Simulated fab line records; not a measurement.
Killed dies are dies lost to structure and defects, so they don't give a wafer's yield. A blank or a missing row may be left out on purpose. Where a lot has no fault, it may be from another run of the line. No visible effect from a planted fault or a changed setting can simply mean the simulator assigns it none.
Code-filled problem report in 8D (eight disciplines) form + flow gf180mcu + the parts of the form that need people (team, actions taken, sign-off) are left out

== 1. THE PROBLEM ==
Mean of beam_energy_keV at GF_NSD_IMPLANT_10: 43.555 across 9 wafers in 3 lots; on wafers with no fault it is 40.001 (standard deviation 0.012). That is +99 or more standard deviations from the usual mean.
The first sign was on wafer L724.1 at day 17 18:10, on implanter-01. The record holds 35 wafers of 12 lots with a number at this step. The rule behind "out" and "out of limits": a value lying over 4 standard deviations away from the usual mean. The rest of the wafers with a number are treated as sound.

== 2. WHAT IT IS AND WHAT IT IS NOT ==
| question                    | is                     | is not                                                                          |
|-----------------------------|------------------------|---------------------------------------------------------------------------------|
| which readings at this step | beam_energy_keV        | -                                                                               |
| which lots                  | L724, L725, L726       | L714, L715, L717, L720, L721, L722, L733, L734, L735                            |
| which wafers of those lots  | all that have a number | -                                                                               |
| read on which tools         | implanter-01           | implanter-02, implanter-04                                                      |
| when                        | from day 17 18:10      | up to then (18 sound wafers); but 8 sound wafers of L733, L734, L735 came after |

== 3. THE SUSPECTS, EACH WITH WHAT RULES IT OUT ==
Counting: a tool at a process step up to the reading stays a suspect if it ran every lot that is out and no sound lot after the first of them.
- implanter-01 at GF_NSD_IMPLANT_10: kept. It ran every lot that is out, first L724 (day 17 18:10), and no sound lot after that; its last sound lot up to then is L722 (day 16 18:59). Its own readings are out on those wafers: beam_energy_keV.
Left after counting: implanter-01 at GF_NSD_IMPLANT_10.

== 4. THE CAUSE (what the simulator had put in) ==
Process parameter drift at GF_NSD_IMPLANT_10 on implanter-01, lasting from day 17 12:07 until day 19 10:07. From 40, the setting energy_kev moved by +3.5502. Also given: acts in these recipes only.
Counting left only this tool.

== 5. SEQUENCE OF EFFECTS, ordered by route ==
Rows list readings where the struck wafers' mean (over those with a number) sits beyond 3 standard deviations from the usual. Readings are gone through only where the record gives a usual standard deviation; hours: the median, over the lots, of the time from a lot's start at the first step in this table giving one to that lot's start at this step; sigmas: the change measured in usual standard deviations.
| hours | step              | reading                  | usual   | on struck wafers | change | sigmas      |
|-------|-------------------|--------------------------|---------|------------------|--------|-------------|
| 0     | GF_NSD_IMPLANT_10 | beam_energy_keV          | 40.001  | 43.555           | +3.554 | +99 or more |
| 0     | GF_NSD_STRIP_11   | strip_time_to_endpoint_s | 23.01 s | 23.16            | +0.15  | +4.1        |
Its process steps:
- GF_NSD_IMPLANT_10
- GF_NSD_STRIP_11: strips in O2/N2.

== 6. HOW IT WOULD HAVE BEEN CAUGHT EARLIER ==
6 hours passed between the start of the fault at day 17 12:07 and the first reading out of limits in this record, taken at day 17 18:10.
